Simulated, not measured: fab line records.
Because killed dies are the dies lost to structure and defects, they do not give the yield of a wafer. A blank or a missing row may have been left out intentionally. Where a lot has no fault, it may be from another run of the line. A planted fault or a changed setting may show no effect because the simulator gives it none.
Which tool is to blame? :: flow sky130 :: 36 wafers from 12 lots sampled at 2 of the route's 708 steps

== WHAT THE GAUGES READ, wafer by wafer ==
SKY_VIA3_BOW_MEAS_03.
lot: L288
measured: day 38 07:04
on: film_metro-03
VIA3_BOW (um): 83 74 76

lot: L289
measured: day 38 22:47
on: film_metro-01
VIA3_BOW (um): 76 90 65

lot: L291
measured: day 39 18:23
on: film_metro-03
VIA3_BOW (um): 87 86 83

lot: L296
measured: day 40 23:37
on: film_metro-04
VIA3_BOW (um): 78 72 81

lot: L297
measured: day 41 07:28
on: film_metro-03
VIA3_BOW (um): 86 80 69

lot: L302
measured: day 42 19:53
on: film_metro-01
VIA3_BOW (um): 78 85 78

lot: L303
measured: day 43 08:02
on: film_metro-01
VIA3_BOW (um): 76 76 85

lot: L306
measured: day 44 01:25
on: film_metro-01
VIA3_BOW (um): 80 64 67

lot: L308
measured: day 44 14:05
on: film_metro-03
VIA3_BOW (um): 83 87 89

lot: L309
measured: day 44 16:36
on: film_metro-03
VIA3_BOW (um): 72 84 77

lot: L310
measured: day 44 20:23
on: film_metro-03
VIA3_BOW (um): 74 74 86

lot: L311
measured: day 45 15:36
on: film_metro-03
VIA3_BOW (um): 74 64 69

SKY_METAL4_OVL_MEAS_14.
lot: L288
measured: day 41 10:56
on: overlay-01
METAL4_OVL (nm): -8 -5 -6

lot: L289
measured: day 42 02:18
on: overlay-01
METAL4_OVL (nm): 4 -4 -3

lot: L291
measured: day 42 20:02
on: overlay-02
METAL4_OVL (nm): 0 2 -3

lot: L296
measured: day 43 23:14
on: overlay-02
METAL4_OVL (nm): -13 -11 -16

lot: L297
measured: day 44 07:22
on: overlay-02
METAL4_OVL (nm): 0 3 0

lot: L302
measured: day 45 17:02
on: overlay-01
METAL4_OVL (nm): -3 -7 -1

lot: L303
measured: day 46 04:01
on: overlay-01
METAL4_OVL (nm): 5 5 3

lot: L306
measured: day 46 19:00
on: overlay-02
METAL4_OVL (nm): 2 9 6

lot: L308
measured: day 47 06:58
on: overlay-02
METAL4_OVL (nm): -1 -1 -2

lot: L309
measured: day 47 09:49
on: overlay-02
METAL4_OVL (nm): -8 -10 -4

lot: L310
measured: day 47 13:15
on: overlay-01
METAL4_OVL (nm): 0 -2 -6

lot: L311
measured: day 48 06:31
on: overlay-02
METAL4_OVL (nm): -7 -3 -12

== WHICH TOOL RAN EACH LOT (tool, then ch and the chambers of the sampled wafers, then the start) ==
The record shows no process step preceding these readings.

== WHAT THE TOOLS THEMSELVES READ (means of the sampled wafers that have a number; where no wafer has one, the mark that the record gives instead) ==
The record holds no such reading with a usual standard deviation.

== THE ANSWER, worked out from the rows above alone ==
Rule: the usual values come from the lots themselves. Put in order of their means at a reading, lots are off if they are a third of the lots or fewer, leave a main group of 4 or more, and stand apart from it by a gap of 3 or more times the standard deviation of the main group's means; of several such gaps the widest counts. If all means in a main group match to the digits the tables above print for the reading, that group is not used. Also off: a lot with no number at a reading for which 4 or more lots have one. Any other lot the step has rows for is counted as sound. After the gauges, taken in route order, come the tools' own readings; for these a lot's mean is taken, as printed above. At the first step where some lot is off, the reading lying furthest off is the one used; lots without a number count as furthest.
No lot is off at any reading shown: from this, nothing can be told.

== WHAT WAS PUT IN BY THE SIMULATOR ==
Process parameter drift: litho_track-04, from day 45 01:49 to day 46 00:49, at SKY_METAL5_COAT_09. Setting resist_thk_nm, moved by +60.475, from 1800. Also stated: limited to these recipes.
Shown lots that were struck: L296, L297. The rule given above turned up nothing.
